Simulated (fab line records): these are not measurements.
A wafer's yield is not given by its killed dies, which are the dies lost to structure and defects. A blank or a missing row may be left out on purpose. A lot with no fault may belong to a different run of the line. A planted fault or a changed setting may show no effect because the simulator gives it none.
fab line records | flow sky130
[record] lots = 13 wafers = 39 last-day = 50
route steps=708 shown FIELD_ISO@18 PWDE@55 VT_ADJUST_HVTP@94 VT_ADJUST_LVTN@115 PAD_OPEN@708
lots that met no fault: taken from a fault-free run of the same line
start-h: hours from the record's first day to the start of the lot's first wafer shown | wait-h: hours from the lot's prior step to this one | " as in the row above | L1.1+2: one row covering several wafers at once | - no value present, or no start provided | * or withheld: withheld | < > ~ a bound
route shown NAME@n: NAME is a module with steps in the file, n the number in the route of the first one | usual: mean/standard deviation taken from wafers without a fault | same: alike in all rows | chamber/n: place in a boat | sites: per-site readings | _std_site: the standard deviation of these | _edge_site: the outer-site mean with the inner-site mean subtracted | radius-mm: how far each site lies from the wafer's centre | mask NAME#n: copy n | behind: tool/chamber where the wafer was last shaped | hold: the reason the lot was held/the length of the hold in hours/how it ended | device: names the non-switching transistor (n, p or np) | end of line: tests of these same wafers at the route's end | for a step that has no rows: nothing shown but its recipe | killed: the dies lost at the first sort to structure and to defects; this is not the yield of the wafer | map: a wafer's dies, x killed, . not, _ none there
set.NAME: setting as actually run; set.NAME@STEP: the setting as run at that earlier step | model.NAME: the simulator's own value behind a step, which no gauge read
steps of the route over a sample of lots; a table a step, a row a wafer
services: when a tool's chamber went out of use (start-h, in hours from the record's first day, below 0 if earlier), for how many hours, and the reason
[[steps]]
[step SKY_FIELD_ISO_ETCH_17]
[recipe] target-depth-a = 3420 mask-material = Si3N4 chemistry = HBr/Cl2/O2 target = Si taper-deg = 5 icp-w = 600 bias-w = 150 pressure-mtorr = 15 HBr_flow_sccm = 150 Cl2_flow_sccm = 40 O2_flow_sccm = 6 time-s = 97.7
[usual] drypump-motor-current-A = 5.7/0.45 oes-product-au = 1.000/0.011 throttle-valve-pct = 25.656/0.011
// columns lot.wafer tool chamber start-h wait-h drypump-motor-current-A oes-product-au rf-hours-counter-h throttle-valve-pct
L897.1 rie-si-02 1 51.82 0.1 5.1 1.009 128 25.638
L897.3 " 2 " " 5.5 1.003 15 25.639
L897.5 " 2 " " 5.5 0.999 - 25.663
L900.1 rie-si-01 3 52.52 0.1 6.4 0.994 78 25.669
L900.2 " 1 " " 5.6 1.017 0 25.639
L900.4 " 2 " " 5.9 0.992 - 25.671
L902.4 rie-si-01 1 58.81 0.1 5.6 1.016 - 25.647
L902.5 " 2 " " 5.9 0.974 - 25.677
L902.6 " 3 " " 6.4 0.993 - 25.666
L904.4 rie-si-01 3 65.60 0.1 6.3 0.997 - 25.658
L904.5 " 1 " " 5.6 0.999 - 25.664
L904.6 " 2 " " 5.9 0.988 - 25.675
L905.3 rie-si-02 1 69.06 0.0 5.0 1.002 128 25.651
L905.4 " 0 " " 6.3 1.004 109 25.649
L905.5 " 3 " " 5.7 0.998 - 25.649
L906.3 rie-si-02 0 76.07 0.0 6.3 1.008 109 25.641
L906.5 " 2 " " 5.5 1.004 - 25.640
L906.6 " 3 " " 5.7 0.998 - 25.662
L907.1 rie-si-01 2 81.07 0.1 5.9 0.988 61 25.667
L907.2 " 0 " " 5.0 1.024 0 25.645
L907.4 " 1 " " 5.6 1.005 1 25.658
L910.3 rie-si-02 2 96.32 0.0 5.5 0.995 15 25.664
L910.4 " 0 " " 6.3 1.005 109 25.669
L910.6 " 1 " " 5.0 0.989 - 25.651
L912.1 rie-si-02 0 106.57 0.1 6.3 1.008 109 25.648
L912.2 " 2 " " 5.5 1.014 15 25.641
L912.3 " 3 " " 5.7 1.005 104 25.654
L913.1 rie-si-01 3 112.21 0.1 6.3 0.992 78 25.656
L913.2 " 2 " " 5.9 0.986 61 25.653
L913.6 " 0 " " 5.0 1.010 - 25.635
L918.4 rie-si-01 1 138.72 0.0 5.5 0.998 1 25.650
L918.5 " 2 " " 5.9 0.985 - 25.669
L918.6 " 3 " " 6.3 1.002 - 25.662
L919.1 rie-si-02 1 143.22 0.1 5.0 1.004 129 25.642
L919.3 " 2 " " 5.5 0.995 16 25.652
L919.4 " 0 " " 6.3 1.001 109 25.645
L920.2 rie-si-01 3 149.76 0.1 6.3 0.987 79 25.653
L920.3 " 0 " " 5.0 1.015 1 25.646
L920.6 " 2 " " 5.9 0.996 - 25.663
[step SKY_PWDE_TW_MEAS_10]
[usual] PWDE_TW = 375/3.7
// columns lot.wafer tool chamber start-h wait-h PWDE_TW
L897.1 film-metro-02 - 92.99 0.1 377
L897.3 " - " " 376
L897.5 " - " " 374
L900.1 film-metro-01 - 94.98 0.1 377
L900.2 " - " " 376
L900.4 " - " " 378
L902.4 film-metro-02 - 104.91 0.1 374
L902.5 " - " " 376
L902.6 " - " " 373
L904.4 film-metro-03 - 108.92 0.1 372
L904.5 " - " " 376
L904.6 " - " " 374
L905.3 film-metro-02 - 115.15 0.1 374
L905.4 " - " " 376
L905.5 " - " " 374
L906.3 film-metro-03 - 121.80 0.1 374
L906.5 " - " " 374
L906.6 " - " " 374
L907.1 film-metro-01 - 126.14 0.1 380
L907.2 " - " " 380
L907.4 " - " " 378
L910.3 film-metro-01 - 141.10 0.1 376
L910.4 " - " " 379
L910.6 " - " " 376
L912.1 film-metro-03 - 152.54 0.1 372
L912.2 " - " " 371
L912.3 " - " " 372
L913.1 film-metro-03 - 158.28 0.1 374
L913.2 " - " " 372
L913.6 " - " " 372
L918.4 film-metro-03 - 186.96 0.1 371
L918.5 " - " " 371
L918.6 " - " " 371
L919.1 film-metro-01 - 195.63 0.1 378
L919.3 " - " " 379
L919.4 " - " " 379
L920.2 film-metro-03 - 198.44 0.1 373
L920.3 " - " " 373
L920.6 " - " " 372
[step SKY_VT_ADJUST_HVTP_IMPLANT_09]
[recipe] species = As energy-kev = 150 dose-cm2 = 4.3e+12 tilt-deg = withheld
[usual] dose-ions-cm2 = 4.299e+12/4.5e+09 faraday-current-uA = 24.3/0.48
// columns lot.wafer tool chamber start-h wait-h dose-ions-cm2 faraday-current-uA
L897.1 implanter-01 0 150.31 0.0 4.299e+12 24.2
L897.3 " 0 " " 4.3e+12 24.2
L897.5 " 0 " " 4.298e+12 25.4
L900.1 implanter-01 0 153.40 0.0 4.298e+12 24.3
L900.2 " 0 " " 4.29e+12 23.8
L900.4 " 0 " " 4.301e+12 24.7
L902.4 implanter-04 0 163.68 0.1 4.293e+12 24.0
L902.5 " 0 " " 4.301e+12 24.6
L902.6 " 0 " " 4.3e+12 24.4
L904.4 implanter-04 0 169.27 0.1 4.306e+12 24.5
L904.5 " 0 " " 4.298e+12 24.0
L904.6 " 0 " " 4.299e+12 24.7
L905.3 implanter-03 0 175.70 0.1 4.299e+12 24.3
L905.4 " 0 " " 4.306e+12 23.8
L905.5 " 0 " " 4.298e+12 24.2
L906.3 implanter-03 0 184.01 0.1 4.298e+12 24.4
L906.5 " 0 " " 4.293e+12 24.3
L906.6 " 0 " " 4.298e+12 24.9
L907.1 implanter-03 0 187.10 0.0 4.294e+12 24.6
L907.2 " 0 " " 4.294e+12 24.0
L907.4 " 0 " " 4.288e+12 23.7
L910.3 implanter-03 0 205.15 0.1 4.295e+12 23.6
L910.4 " 0 " " 4.298e+12 24.3
L910.6 " 0 " " 4.302e+12 24.3
L912.1 implanter-03 0 218.41 0.0 4.306e+12 24.0
L912.2 " 0 " " 4.305e+12 24.3
L912.3 " 0 " " 4.297e+12 24.6
L913.1 implanter-04 0 223.25 0.0 4.295e+12 23.8
L913.2 " 0 " " 4.293e+12 24.4
L913.6 " 0 " " 4.298e+12 23.8
L918.4 implanter-03 0 256.18 0.1 4.746e+12 27.0
L918.5 " 0 " " 4.74e+12 26.9
L918.6 " 0 " " 4.737e+12 26.4
L919.1 implanter-03 0 266.15 0.0 4.739e+12 26.1
L919.3 " 0 " " 4.738e+12 26.3
L919.4 " 0 " " 4.742e+12 27.0
L920.2 implanter-03 0 269.98 0.0 4.737e+12 26.4
L920.3 " 0 " " 4.743e+12 26.7
L920.6 " 0 " " 4.738e+12 27.0
[step SKY_VT_ADJUST_LVTN_OVL_MEAS_18]
[usual] VT_ADJUST_LVTN_01_OVL = 2.2/1.4
// columns lot.wafer tool chamber start-h wait-h VT_ADJUST_LVTN_01_OVL[nm]
L897.1 overlay-02 - 192.60 0.1 2.4
L897.3 " - " " 3.8
L897.5 " - " " 5.1
L900.1 overlay-02 - 195.75 0.1 0.9
L900.2 " - " " 2.5
L900.4 " - " " 2.3
L902.4 overlay-02 - 206.82 0.1 2.2
L902.5 " - " " -0.1
L902.6 " - " " 0.0
L904.4 overlay-02 - 211.67 0.1 5.2
L904.5 " - " " 3.6
L904.6 " - " " 4.3
L905.3 overlay-01 - 218.92 0.1 3.3
L905.4 " - " " 0.9
L905.5 " - " " 0.4
L906.3 overlay-01 - 228.07 0.1 1.6
L906.5 " - " " 0.4
L906.6 " - " " 0.1
L907.1 overlay-02 - 230.95 0.1 2.0
L907.2 " - " " 1.7
L907.4 " - " " 0.0
L910.3 overlay-02 - 252.47 0.1 2.2
L910.4 " - " " 2.6
L910.6 " - " " 4.4
L912.1 overlay-01 - 266.65 0.1 2.0
L912.2 " - " " -0.2
L912.3 " - " " 1.2
L913.1 overlay-01 - 270.75 0.1 1.1
L913.2 " - " " 2.0
L913.6 " - " " 0.6
L918.4 overlay-01 - 308.77 0.1 1.7
L918.5 " - " " 2.8
L918.6 " - " " 2.0
L919.1 overlay-01 - 318.20 0.1 2.1
L919.3 " - " " 2.0
L919.4 " - " " 1.5
L920.2 overlay-01 - 323.65 0.1 2.9
L920.3 " - " " 3.4
L920.6 " - " " 4.5
[step SKY_PAD_OPEN_PROBE_99]
[usual] killed_at_M0_to_M3 = 44/6.7 killed_at_M4_up = 3.1/1.8 killed-at-contacts = 24/5.1 killed-at-front-end = 16/4.7 killed-at-other = 0.3/0.59 killed-dies = 88/9.6 killed-on-rim = 17/3.8 killed-open = 48/7.3 killed-short = 39/6.5
[same] gross-dies = 492 killed-at-back-side = 0
// columns lot.wafer tool chamber start-h wait-h killed_at_M0_to_M3 killed_at_M4_up killed-at-contacts killed-at-front-end killed-at-other killed-dies killed-on-rim killed-open killed-short
L897.1 prober-02 - 1112.88 0.1 44 2 33 12 0 91 22 60 30
L897.3 prober-02 - 1112.98 0.2 47 6 22 13 0 88 21 47 40
L897.5 prober-02 - 1113.08 0.2 36 3 16 16 0 71 13 38 33
L900.1 prober-01 - 1115.14 0.1 44 6 17 22 0 89 18 52 37
L900.2 prober-01 - 1115.19 0.1 43 2 32 17 0 94 16 54 40
L900.4 prober-01 - 1115.29 0.2 49 3 21 15 0 88 13 53 35
L902.4 prober-01 - 1121.61 0.2 43 3 22 21 0 89 16 46 43
L902.5 prober-01 - 1121.66 0.2 45 6 18 24 2 95 14 49 46
L902.6 prober-01 - 1121.71 0.2 42 5 28 13 0 88 18 55 33
L904.4 prober-02 - 1129.07 0.2 38 1 23 17 1 80 14 47 33
L904.5 prober-02 - 1129.12 0.2 54 5 18 15 0 92 17 55 37
L904.6 prober-02 - 1129.17 0.2 49 1 26 10 0 86 16 46 40
L905.3 prober-01 - 1131.37 0.2 38 5 26 11 0 80 14 42 38
L905.4 prober-01 - 1131.42 0.2 41 3 25 10 0 79 13 30 49
L905.5 prober-01 - 1131.47 0.2 52 2 25 13 0 92 20 53 39
L906.3 prober-02 - 1139.95 0.2 49 4 24 16 0 93 16 53 39
L906.5 prober-02 - 1140.05 0.2 53 2 31 10 0 96 12 56 40
L906.6 prober-02 - 1140.10 0.2 52 4 27 13 0 96 15 51 44
L907.1 prober-01 - 1142.66 0.1 45 4 22 17 1 89 15 39 50
L907.2 prober-01 - 1142.71 0.1 37 1 24 16 1 79 16 45 30
L907.4 prober-01 - 1142.81 0.2 42 2 35 19 2 100 26 59 39
L910.3 prober-02 - 1158.31 0.2 39 8 30 14 1 92 17 49 43
L910.4 prober-02 - 1158.36 0.2 48 3 20 20 0 91 17 55 36
L910.6 prober-02 - 1158.46 0.2 55 4 33 10 0 102 22 63 39
L912.1 prober-02 - 1164.52 0.1 30 2 31 18 0 81 17 42 39
L912.2 prober-02 - 1164.57 0.1 31 6 23 17 2 79 16 34 43
L912.3 prober-02 - 1164.62 0.2 37 1 27 17 1 83 16 44 38
L913.1 prober-01 - 1176.23 0.1 55 3 29 14 0 101 18 52 48
L913.2 prober-01 - 1176.28 0.1 49 3 26 17 1 96 22 53 43
L913.6 prober-01 - 1176.48 0.2 59 0 26 16 0 101 27 59 42
L918.4 prober-02 - 1197.57 0.2 45 7 20 22 0 94 19 53 41
L918.5 prober-02 - 1197.62 0.2 41 4 27 12 0 84 14 46 38
L919.3 prober-01 - 1198.61 0.2 38 2 21 20 0 81 21 36 45
L919.4 prober-01 - 1198.66 0.2 40 2 18 11 0 71 8 37 33
L920.2 prober-02 - 1205.02 0.1 42 4 30 19 1 96 19 60 36
L920.3 prober-02 - 1205.07 0.2 42 2 30 14 0 88 18 49 39
L920.6 prober-02 - 1205.22 0.2 47 3 24 15 0 89 23 51 38
// killed by level:class
L897.1 VIA1:geometric-particle:open=13 CONTACT:geometric-particle:short=12 VIA2:geometric-particle:open=12 LI_CONTACT:geometric-particle:open=8 CONTACT:geometric-particle:open=8 VIA3:geometric-particle:open=7 LOCAL_INTERCONNECT:geometric-particle:short=4 VIA2:geometric-particle:short=4
L897.3 VIA1:geometric-particle:open=10 VIA2:geometric-particle:open=9 VIA3:geometric-particle:open=8 LI_CONTACT:geometric-particle:open=7 CONTACT:geometric-particle:short=6 METAL1:geometric-particle:short=4 LI_CONTACT:geometric-particle:short=4 VIA1:geometric-particle:short=4
L897.5 VIA1:geometric-particle:open=9 VIA2:geometric-particle:open=8 LI_CONTACT:geometric-particle:open=6 VIA1:geometric-particle:short=6 FIELD_ISO:geometric-particle:open=4 CONTACT:geometric-particle:short=4 POLY_GATE:geometric-particle:short=3 METAL1:geometric-particle:short=3
L900.1 VIA1:geometric-particle:open=11 VIA2:geometric-particle:open=7 METAL1:geometric-particle:short=7 POLY_GATE:geometric-particle:open=5 POLY_GATE:geometric-particle:short=5 LI_CONTACT:geometric-particle:open=5 LOCAL_INTERCONNECT:geometric-particle:short=5 METAL2:geometric-particle:short=5
L900.2 CONTACT:geometric-particle:open=15 VIA1:geometric-particle:open=12 METAL2:geometric-particle:short=8 FIELD_ISO:geometric-particle:open=6 METAL1:geometric-particle:short=6 LI_CONTACT:geometric-particle:open=5 LI_CONTACT:geometric-particle:short=5 CONTACT:geometric-particle:short=5
L900.4 VIA1:geometric-particle:open=14 CONTACT:geometric-particle:open=7 VIA2:geometric-particle:open=7 METAL2:geometric-particle:short=7 FIELD_ISO:geometric-particle:open=6 CONTACT:geometric-particle:short=5 VIA1:geometric-particle:short=5 VIA3:geometric-particle:open=4
L902.4 VIA1:geometric-particle:open=12 CONTACT:geometric-particle:open=9 FIELD_ISO:geometric-particle:open=6 METAL1:geometric-particle:short=6 POLY_GATE:geometric-particle:short=5 LI_CONTACT:geometric-particle:open=5 LOCAL_INTERCONNECT:geometric-particle:short=5 METAL2:geometric-particle:short=5
L902.5 VIA1:geometric-particle:open=7 METAL2:geometric-particle:short=7 FIELD_ISO:geometric-particle:open=6 CONTACT:geometric-particle:open=6 METAL1:geometric-particle:short=6 VIA1:geometric-particle:short=6 VIA3:geometric-particle:short=6 LI_CONTACT:geometric-particle:open=5
L902.6 VIA2:geometric-particle:open=12 LI_CONTACT:geometric-particle:open=11 CONTACT:geometric-particle:open=9 VIA1:geometric-particle:open=9 FIELD_ISO:geometric-particle:open=5 VIA1:geometric-particle:short=5 POLY_GATE:geometric-particle:short=4 METAL2:geometric-particle:short=4
L904.4 CONTACT:geometric-particle:open=9 VIA1:geometric-particle:open=9 FIELD_ISO:geometric-particle:open=6 CONTACT:geometric-particle:short=6 VIA2:geometric-particle:open=6 VIA3:geometric-particle:open=5 POLY_GATE:geometric-particle:open=4 LI_CONTACT:geometric-particle:open=4
L904.5 VIA1:geometric-particle:open=14 VIA3:geometric-particle:open=10 LI_CONTACT:geometric-particle:open=9 POLY_GATE:geometric-particle:open=5 VIA2:geometric-particle:short=5 FIELD_ISO:geometric-particle:short=4 VIA1:geometric-particle:short=4 POLY_GATE:geometric-particle:short=4
L904.6 VIA1:geometric-particle:open=10 LI_CONTACT:geometric-particle:open=8 VIA2:geometric-particle:open=8 FIELD_ISO:geometric-particle:short=7 VIA3:geometric-particle:open=7 CONTACT:geometric-particle:open=7 VIA1:geometric-particle:short=5 VIA3:geometric-particle:short=5
L905.3 CONTACT:geometric-particle:open=11 CONTACT:geometric-particle:short=7 METAL2:geometric-particle:short=7 VIA1:geometric-particle:short=7 VIA1:geometric-particle:open=7 LI_CONTACT:geometric-particle:open=6 FIELD_ISO:geometric-particle:open=4 VIA2:geometric-particle:open=4
L905.4 VIA1:geometric-particle:open=8 METAL1:geometric-particle:short=7 CONTACT:geometric-particle:short=6 LI_CONTACT:geometric-particle:open=5 LOCAL_INTERCONNECT:geometric-particle:short=5 METAL3:geometric-particle:short=5 LI_CONTACT:geometric-particle:short=4 CONTACT:geometric-particle:open=4
L905.5 CONTACT:geometric-particle:open=13 VIA1:geometric-particle:open=12 VIA2:geometric-particle:open=10 METAL1:geometric-particle:short=8 METAL2:geometric-particle:short=6 FIELD_ISO:geometric-particle:short=5 CONTACT:geometric-particle:short=5 FIELD_ISO:geometric-particle:open=4
L906.3 VIA1:geometric-particle:open=13 CONTACT:geometric-particle:open=10 VIA1:geometric-particle:short=9 VIA2:geometric-particle:open=9 VIA3:geometric-particle:open=6 LOCAL_INTERCONNECT:geometric-particle:short=5 FIELD_ISO:geometric-particle:short=4 FIELD_ISO:geometric-particle:open=4
L906.5 VIA1:geometric-particle:open=11 VIA2:geometric-particle:open=10 LI_CONTACT:geometric-particle:open=10 CONTACT:geometric-particle:open=10 METAL1:geometric-particle:short=10 METAL2:geometric-particle:short=5 VIA3:geometric-particle:short=5 VIA3:geometric-particle:open=5
L906.6 VIA1:geometric-particle:open=17 LI_CONTACT:geometric-particle:open=8 VIA2:geometric-particle:open=8 METAL1:geometric-particle:short=7 LI_CONTACT:geometric-particle:short=6 VIA2:geometric-particle:short=5 CONTACT:geometric-particle:open=5 METAL2:geometric-particle:short=5
L907.1 VIA1:geometric-particle:open=11 METAL1:geometric-particle:short=7 VIA1:geometric-particle:short=7 CONTACT:geometric-particle:open=6 POLY_GATE:geometric-particle:short=5 POLY_GATE:geometric-particle:open=5 CONTACT:geometric-particle:short=5 VIA3:geometric-particle:open=5
L907.2 VIA1:geometric-particle:open=8 VIA2:geometric-particle:open=8 CONTACT:geometric-particle:open=7 LI_CONTACT:geometric-particle:open=6 VIA3:geometric-particle:open=6 FIELD_ISO:geometric-particle:short=5 METAL2:geometric-particle:short=5 CONTACT:geometric-particle:short=4
L907.4 CONTACT:geometric-particle:open=15 VIA2:geometric-particle:open=9 LI_CONTACT:geometric-particle:open=7 VIA1:geometric-particle:open=7 VIA3:geometric-particle:open=6 FIELD_ISO:geometric-particle:open=5 LI_CONTACT:geometric-particle:short=5 CONTACT:geometric-particle:short=5
L910.3 VIA1:geometric-particle:open=11 LI_CONTACT:geometric-particle:open=9 CONTACT:geometric-particle:open=8 CONTACT:geometric-particle:short=6 METAL1:geometric-particle:short=5 METAL4:geometric-particle:short=5 FIELD_ISO:geometric-particle:short=4 FIELD_ISO:geometric-particle:open=4
L910.4 VIA1:geometric-particle:open=12 VIA3:geometric-particle:open=11 CONTACT:geometric-particle:open=7 VIA2:geometric-particle:open=7 POLY_GATE:geometric-particle:open=6 LI_CONTACT:geometric-particle:open=6 CONTACT:geometric-particle:short=6 POLY_GATE:geometric-particle:short=5
L910.6 VIA1:geometric-particle:open=16 CONTACT:geometric-particle:open=12 VIA2:geometric-particle:open=11 LI_CONTACT:geometric-particle:open=9 CONTACT:geometric-particle:short=6 VIA1:geometric-particle:short=6 VIA3:geometric-particle:short=5 VIA3:geometric-particle:open=5
L912.1 CONTACT:geometric-particle:open=11 FIELD_ISO:geometric-particle:short=8 VIA3:geometric-particle:open=7 LI_CONTACT:geometric-particle:open=6 CONTACT:geometric-particle:short=5 VIA1:geometric-particle:open=5 METAL2:geometric-particle:short=5 LOCAL_INTERCONNECT:geometric-particle:short=4
L912.2 CONTACT:geometric-particle:open=8 LOCAL_INTERCONNECT:geometric-particle:short=7 FIELD_ISO:geometric-particle:short=6 VIA1:geometric-particle:open=6 METAL4:geometric-particle:short=6 VIA2:geometric-particle:open=5 VIA1:geometric-particle:short=5 CONTACT:geometric-particle:short=4
L912.3 CONTACT:geometric-particle:open=10 METAL2:geometric-particle:short=7 LOCAL_INTERCONNECT:geometric-particle:short=6 VIA1:geometric-particle:open=6 VIA3:geometric-particle:open=5 VIA3:geometric-particle:short=5 FIELD_ISO:geometric-particle:open=4 FIELD_ISO:geometric-particle:short=4
L913.1 VIA1:geometric-particle:open=14 CONTACT:geometric-particle:open=13 VIA3:geometric-particle:open=9 METAL1:geometric-particle:short=9 METAL2:geometric-particle:short=8 LI_CONTACT:geometric-particle:open=5 VIA1:geometric-particle:short=5 POLY_GATE:geometric-particle:short=4
L913.2 VIA1:geometric-particle:open=12 CONTACT:geometric-particle:open=11 METAL1:geometric-particle:short=8 FIELD_ISO:geometric-particle:open=7 VIA2:geometric-particle:open=7 METAL2:geometric-particle:short=7 LI_CONTACT:geometric-particle:open=6 VIA1:geometric-particle:short=4
L913.6 VIA1:geometric-particle:open=21 CONTACT:geometric-particle:open=9 POLY_GATE:geometric-particle:open=7 CONTACT:geometric-particle:short=6 POLY_GATE:geometric-particle:short=5 LI_CONTACT:geometric-particle:open=5 VIA2:geometric-particle:open=5 LOCAL_INTERCONNECT:geometric-particle:short=5
L918.4 VIA1:geometric-particle:open=16 VIA2:geometric-particle:open=8 CONTACT:geometric-particle:short=6 CONTACT:geometric-particle:open=6 POLY_GATE:geometric-particle:short=5 VIA3:geometric-particle:open=5 METAL4:geometric-particle:short=5 FIELD_ISO:geometric-particle:short=4
L918.5 VIA1:geometric-particle:open=9 LOCAL_INTERCONNECT:geometric-particle:short=8 METAL2:geometric-particle:short=7 POLY_GATE:geometric-particle:open=6 CONTACT:geometric-particle:open=6 VIA2:geometric-particle:open=6 LI_CONTACT:geometric-particle:open=5 LI_CONTACT:geometric-particle:short=4
L919.3 POLY_GATE:geometric-particle:short=7 VIA3:geometric-particle:open=7 VIA1:geometric-particle:open=6 CONTACT:geometric-particle:open=6 METAL3:geometric-particle:short=6 LI_CONTACT:geometric-particle:open=5 METAL1:geometric-particle:short=5 FIELD_ISO:geometric-particle:short=4
L919.4 VIA1:geometric-particle:open=9 VIA3:geometric-particle:open=7 METAL2:geometric-particle:short=5 LI_CONTACT:geometric-particle:open=5 METAL1:geometric-particle:short=5 CONTACT:geometric-particle:open=4 LOCAL_INTERCONNECT:geometric-particle:short=4 FIELD_ISO:geometric-particle:open=3
L920.2 VIA1:geometric-particle:open=16 CONTACT:geometric-particle:open=14 LI_CONTACT:geometric-particle:open=10 POLY_GATE:geometric-particle:short=6 POLY_GATE:geometric-particle:open=5 METAL2:geometric-particle:short=5 VIA2:geometric-particle:open=5 VIA3:geometric-particle:open=4
L920.3 CONTACT:geometric-particle:open=11 CONTACT:geometric-particle:short=7 VIA1:geometric-particle:open=7 VIA3:geometric-particle:open=7 METAL2:geometric-particle:short=6 POLY_GATE:geometric-particle:open=5 VIA2:geometric-particle:open=5 LI_CONTACT:geometric-particle:open=4
L920.6 VIA2:geometric-particle:open=12 CONTACT:geometric-particle:open=8 VIA1:geometric-particle:open=8 VIA3:geometric-particle:open=7 METAL1:geometric-particle:short=7 POLY_GATE:geometric-particle:short=6 LI_CONTACT:geometric-particle:open=6 CONTACT:geometric-particle:short=5
[[services]]
// columns tool chamber start-h hours kind
implanter-04 - 38.61 1.5 repair
implanter-03 - 47.14 3.0 repair
implanter-03 - 76.26 2.3 repair
implanter-03 - 80.33 4.4 pm
implanter-01 - 93.72 4.5 repair
rie-si-01 3 95.05 12.2 repair
implanter-04 - 97.65 6.3 pm
rie-si-01 2 100.59 3.5 repair
implanter-01 - 104.60 4.7 pm
rie-si-02 1 105.11 10.3 repair
implanter-04 - 105.54 13.3 repair
rie-si-01 1 146.88 17.4 repair
rie-si-01 2 151.16 7.9 repair
implanter-01 - 158.23 47.0 repair
implanter-03 - 161.96 5.5 repair
implanter-03 - 170.29 3.8 repair
implanter-01 - 215.53 1.8 repair
rie-si-01 - 216.59 0.8 repair
rie-si-01 - 223.14 2.8 pm
rie-si-02 0 225.57 2.3 repair
implanter-03 - 226.43 4.3 repair
implanter-04 - 241.55 2.2 repair
implanter-04 - 252.06 2.3 repair
rie-si-01 - 252.84 0.1 repair
[[key]]
[first-sign] step = SKY_VT_ADJUST_HVTP_IMPLANT_09 reading = dose-ions-cm2 direction = up sigmas = 98 usual = * struck = *
[effect] step = SKY_VT_ADJUST_HVTP_IMPLANT_09 reading = faraday-current-uA direction = up sigmas = 5.1 usual = 24.3 struck = 26.7
met-at SKY_VT_ADJUST_HVTP_IMPLANT_09
struck-lots L918,L919,L920
rows-end L918.6,L919.1
tester-left-out L918,L919,L920
not-acting-at SKY_FIELD_ISO_ETCH_17,SKY_PWDE_TW_MEAS_10,SKY_VT_ADJUST_LVTN_OVL_MEAS_18
onset-between 218.41 256.18
[fault] kind = process-parameter-drift tool = implanter-03 chamber = - onset-h = 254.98 steps = SKY_VT_ADJUST_HVTP_IMPLANT_09 channel = dose-cm2 offset = * shape = step end-h = 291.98 acts-in = * stated = *
// tester-left-out: of these lots the tester's yield and bins aren't shown, on N5 and GAA mostly nor the transistor test; their killed dies are dies lost to structure and defects alone, not to doping, threshold or leakage, so they don't give the yield
// rows-end: these wafers met a further fault down the route, and their rows from its step on are left out
